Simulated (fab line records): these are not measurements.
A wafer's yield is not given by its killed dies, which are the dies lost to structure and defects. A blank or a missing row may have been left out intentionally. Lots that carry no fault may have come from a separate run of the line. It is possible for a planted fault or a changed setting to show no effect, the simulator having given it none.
8D (eight disciplines) problem report, filled in by code    flow sky130    the parts of the form that need people (team, actions taken, sign-off) are left out

== 1. PROBLEM STATEMENT ==
VIA1_W_RS at SKY_VIA1_RS_MEAS_22 reads a mean of 1.287 ohm/sq on 3 wafers of 2 lots; wafers without a fault read 0.425 ohm/sq with a standard deviation of 0.0061. That is +99 or more standard deviations from the usual mean.
The step: measures by four-point-probe.
Seen first at day 38 03:04 on film metro-01, wafer L391.2. Wafers with a number at this step in the record: 30, from 10 lots. Rule for "out" (also "out of limits"): further than 4 standard deviations from the usual mean. The rest of the wafers with a number are treated as sound.

== 2. WHAT IT IS AND WHAT IT IS NOT ==
question                     is                      is not
which readings at this step  VIA1_W_RS               -
which lots                   L390, L391              L382, L384, L385, L386, L394, L400, L401, L402
which wafers of those lots   L390.2, L390.4, L391.2  L390.1, L391.3, L391.6
read on which gauges         film metro-01           film metro-02, film metro-04
when                         from day 38 03:04       up to then (14 sound wafers); but 13 sound wafers of L390, L394, L400, L401, L402 came after

== 3. WHAT RULES OUT EACH SUSPECT ==
Counting: a tool at a process step up to the reading stays a suspect if it ran every lot that is out. Sound lots after the first of them don't rule it out here, since some wafers of a struck lot are sound.
- the gauge at SKY_VIA1_RS_MEAS_22 is ruled out. All the wafers that are out were read on film metro-01, but those of them that SKY_VIA1_CMP_24 has rows for are out there too, on other tools.
- cvd w-02 at SKY_VIA1_CVD_21 (deposits W, target thk 270 nm, time 80.902 s): kept. Every lot that is out went through it, the first being L391 (day 38 02:56); the last sound lot it ran before that was L386 (day 36 16:14).
- The sound lot-mates ran in chamber 1 of cvd w-02 at SKY_VIA1_CVD_21, but the wafers that are out ran in chamber 0.
Remaining after the count: cvd w-02 at SKY_VIA1_CVD_21.

== 4. THE CAUSE (what the simulator had put in) ==
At SKY_VIA1_CVD_21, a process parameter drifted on cvd w-02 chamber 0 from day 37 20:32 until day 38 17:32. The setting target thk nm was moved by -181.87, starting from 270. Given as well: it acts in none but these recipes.
This tool alone remained once counting was done.

== 5. SEQUENCE OF EFFECTS, ordered by route ==
Rows list readings where the struck wafers' mean (over those with a number) sits beyond 3 standard deviations from the usual. Readings are gone through only where the record gives a usual standard deviation; hours: the median, over the lots, of the time from a lot's start at the first step in this table giving one to that lot's start at this step; sigmas: the change measured in usual standard deviations.
hours  step                  reading             usual         on struck wafers  change  sigmas
0      SKY_VIA1_RS_MEAS_22   VIA1_W_RS           0.425 ohm/sq  1.287             +0.862  +99 or more
0      SKY_VIA1_THK_MEAS_23  VIA1_W_THK          273 nm        93                -180    -46
0      SKY_VIA1_CMP_24       time to endpoint s  67 s          23                -44     -12
It contains these process steps:
- SKY_VIA1_CMP_24: polishes, stops on SiO2, t overpolish 15 s, target thk 0 nm.

== 6. WHAT WOULD HAVE CAUGHT IT SOONER ==
Counted from the fault's start at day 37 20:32, it took 7 hours until the first out-of-limits reading at a measuring or inspecting step in this record, taken at day 38 03:04.
Tool readings at SKY_VIA1_CVD_21 with a usual standard deviation given in the record: none out on any struck wafer, hence no alarm at a limit of 4 standard deviations on them.
Lots out: 2; of these, L390 started SKY_VIA1_CVD_21 on cvd w-02 after day 38 03:04. Had the tool been put on hold then, it would have been spared.
